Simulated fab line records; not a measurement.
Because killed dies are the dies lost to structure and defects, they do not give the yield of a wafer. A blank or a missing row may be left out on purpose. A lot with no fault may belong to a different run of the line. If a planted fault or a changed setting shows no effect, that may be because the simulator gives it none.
Code-filled problem report in 8D (eight disciplines) form :: flow sky130 :: the parts of the form that need people (team, actions taken, sign-off) are left out

## 1. THE PROBLEM
At SKY_NWELL_IMPLANT_12, doseIonsCm2 averages 1.4089e+12 over 9 wafers from 3 lots, while fault-free wafers read 1.2999e+12, standard deviation 1.3e+09. Relative to the usual mean, that is a shift of +84 standard deviations.
First seen on wafer L169.3, day 6 21:03, on implanter-04. Wafers with a number at this step in the record: 21, from 7 lots. Rule for "out", or "out of limits": more than 4 standard deviations from the usual mean. The rest of the wafers with a number are treated as sound.

## 2. WHAT IT IS AND WHAT IT IS NOT
question: which readings at this step
is: doseIonsCm2
is not: -

question: which lots
is: L169, L171, L173
is not: L162, L176, L183, L184

question: which wafers of those lots
is: all that have a number
is not: -

question: read on which tools
is: implanter-04
is not: implanter-01, implanter-02

question: when
is: from day 6 21:03
is not: up to then (3 sound wafers); but 9 sound wafers of L176, L183, L184 came after

## 3. THE SUSPECTS, EACH WITH WHAT RULES IT OUT
Counting: a tool at any process step up to the reading remains a suspect when it ran all the lots that are out and ran no sound lot after the first of those.
- implanter-04 at SKY_NWELL_IMPLANT_12: ruled out as a lasting fault. The sound lots L184 went through it after L169, its earliest lot that is out (day 6 21:03).
Left after counting: nothing in the record.

## 4. THE CAUSE (what the simulator had put in)
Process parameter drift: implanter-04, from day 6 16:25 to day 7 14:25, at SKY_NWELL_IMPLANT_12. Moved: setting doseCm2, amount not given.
Counting ruled it out, wrongly.

## 5. THE CHAIN OF EFFECTS, in route order
Rows list readings where the struck wafers' mean (over those with a number) sits beyond 3 standard deviations from the usual. Readings are gone through only where the record gives a usual standard deviation; hours: the median, over the lots, of the time from a lot's start at the first step in this table giving one to that lot's start at this step; sigmas: the change measured in usual standard deviations.
hours: 0
step: SKY_NWELL_IMPLANT_12
reading: doseIonsCm2
usual: 1.2999e+12
on struck wafers: 1.4089e+12
change: +1.0899e+11
sigmas: +84

hours: 0
step: SKY_NWELL_IMPLANT_12
reading: faradayCurrentUA
usual: 7.30
on struck wafers: 7.88
change: +0.58
sigmas: +4.5
The process steps in it:
- SKY_NWELL_IMPLANT_12

## 6. HOW IT WOULD HAVE BEEN CAUGHT EARLIER
In this record no reading fell out of limits until day 6 21:03, 5 hours after the fault had begun at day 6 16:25.
